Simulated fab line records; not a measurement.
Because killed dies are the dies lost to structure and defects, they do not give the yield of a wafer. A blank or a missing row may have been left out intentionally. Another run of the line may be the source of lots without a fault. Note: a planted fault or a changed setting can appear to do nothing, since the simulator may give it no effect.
Matching of chambers / flow sky130 / rie-si-01 running SKY_FIELD_ISO_ETCH_17: 4 sister chambers
The step etches Si in HBr/Cl2/O2, target depth 342 nm, time 101 s. 4 wafers are shown with their chamber, then 12 later ones without.

## WAFERS PAIRED WITH THEIR CHAMBERS
wafer=L084.2; chamber=1; drypump-motor-current-A (A)=5.9
wafer=L086.4; chamber=0; drypump-motor-current-A (A)=6.1
wafer=L088.5; chamber=3; drypump-motor-current-A (A)=5.8
wafer=L088.6; chamber=2; drypump-motor-current-A (A)=6.5

## WAFERS WITH NO CHAMBER GIVEN
wafer=L090.2; drypump-motor-current-A (A)=6.5
wafer=L090.4; drypump-motor-current-A (A)=6.1
wafer=L090.5; drypump-motor-current-A (A)=6.1
wafer=L092.3; drypump-motor-current-A (A)=5.9
wafer=L092.4; drypump-motor-current-A (A)=5.8
wafer=L092.5; drypump-motor-current-A (A)=5.7
wafer=L094.1; drypump-motor-current-A (A)=5.9
wafer=L094.2; drypump-motor-current-A (A)=5.7
wafer=L094.3; drypump-motor-current-A (A)=6.5
wafer=L096.3; drypump-motor-current-A (A)=5.8
wafer=L096.5; drypump-motor-current-A (A)=5.7
wafer=L096.6; drypump-motor-current-A (A)=5.9

## EACH ONE'S CHAMBER
wafer=L090.2; from the rows above=2; in truth=2
wafer=L090.4; from the rows above=0; in truth=0
wafer=L090.5; from the rows above=0; in truth=0
wafer=L092.3; from the rows above=1; in truth=1
wafer=L092.4; from the rows above=3; in truth=3
wafer=L092.5; from the rows above=3; in truth=3
wafer=L094.1; from the rows above=1; in truth=1
wafer=L094.2; from the rows above=3; in truth=3
wafer=L094.3; from the rows above=2; in truth=2
wafer=L096.3; from the rows above=3; in truth=3
wafer=L096.5; from the rows above=3; in truth=3
wafer=L096.6; from the rows above=1; in truth=1
Correct placement for 12 of the 12. From these rows, 0 cannot be placed. 0 placed wrongly.
How it was worked out, from the rows above alone: a wafer's distance from a chamber is the root of the sum, over the readings, of the square of ((its reading less the chamber's mean) divided by the reading's scatter). The wafer belongs to the nearest chamber; if the next one is less than 2 further off, it can't be placed. Each chamber's mean is taken over the wafers shown for it. The scatter (one wafer shown for each chamber): square how far every hidden wafer sits from the nearest shown wafer, average those squares and take the square root.
